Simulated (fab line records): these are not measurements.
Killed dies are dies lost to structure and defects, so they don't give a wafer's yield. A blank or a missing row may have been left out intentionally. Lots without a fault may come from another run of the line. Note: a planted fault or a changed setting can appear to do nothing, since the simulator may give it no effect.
One fault seen from 2 desks	flow sky130	numbers are kept per desk, each desk with only its own; the story behind them comes last

== TOOL OWNER'S DESK, implanter-02 ==
The tool's own readings at SKY_RES_XHIGH_IMPLANT_07: means of the sampled wafers that have a number, for each lot that ran on this tool. Any lot whose mean is over 4 standard deviations away from the usual mean is out of limits and marked OUT; that distance is given in the brackets.
Columns: A = dose-ions-cm2 at SKY_RES_XHIGH_IMPLANT_07, usual 3.599e+14; B = end-station-pressure-torr at SKY_RES_XHIGH_IMPLANT_07, usual 5.21e-06 Torr; C = tilt-deg at SKY_RES_XHIGH_IMPLANT_07, usual -0.001 degrees
lot	first seen here	A	B	C
L530	day 27 04:22	3.592e+14	5.32e-06	0.018
L540	day 30 21:18	3.593e+14	5.29e-06	0.022
L539	day 30 23:08	3.598e+14	5.38e-06	-0.005
L543	day 31 19:51	3.597e+14	5.47e-06	-0.016
L542	day 31 23:34	3.599e+14	5.13e-06	-0.025
This desk's finding: nothing out of limits on any of the 5 lots.

== FROM THE METROLOGY DESK ==
What the gauges read, lot by lot, whatever tool the lot ran on: means of the sampled wafers that have a number. Any lot whose mean is over 4 standard deviations away from the usual mean is out of limits and marked OUT; that distance is given in the brackets.
Columns: A = POLY_GATE_CVD_00_THK at SKY_POLY_GATE_THK_MEAS_01, usual 180.4 nm; B = SD_N_TW at SKY_SD_N_TW_MEAS_12, usual 3946; C = RES_XHIGH_RS at SKY_SD_N_RS_MEAS_18, usual 333.2 ohm/sq; D = LI_CONTACT_W_RS at SKY_LI_CONTACT_RS_MEAS_22, usual 0.2818 ohm/sq
lot	first seen here	A	B	C	D
L530	day 14 11:25	182.1	3910	333.5	0.2810
L532	day 15 16:19	181.4	4000	333.4	0.2826
L533	day 15 16:19	178.9	4003	333.7	0.2864
L534	day 15 16:19	179.6	3949	333.8	0.2808
L535	day 17 02:33	181.0	3891	335.4	0.2809
L536	day 17 02:35	181.0	3999	331.2	0.2788
L538	day 17 23:42	178.1	3980	333.3	0.2808
L539	day 18 02:38	180.4	3911	332.6	0.2824
L537	day 18 02:39	179.1	3894	333.3	0.2799
L540	day 18 05:05	181.2	3895	333.2	0.2830
L543	day 19 06:46	182.1	4018	337.2	0.2879
L542	day 19 07:57	180.6	3887	336.3	0.2822
L552	day 21 21:35	178.6	4031	334.2	0.2824
This desk's finding: nothing out of limits on any of the 13 lots.

== BROUGHT TOGETHER ==
Nothing out of limits was seen by the tool owner's desk.
The metrology desk saw nothing out of limits.

== WHAT THE SIMULATOR HAD INSERTED ==
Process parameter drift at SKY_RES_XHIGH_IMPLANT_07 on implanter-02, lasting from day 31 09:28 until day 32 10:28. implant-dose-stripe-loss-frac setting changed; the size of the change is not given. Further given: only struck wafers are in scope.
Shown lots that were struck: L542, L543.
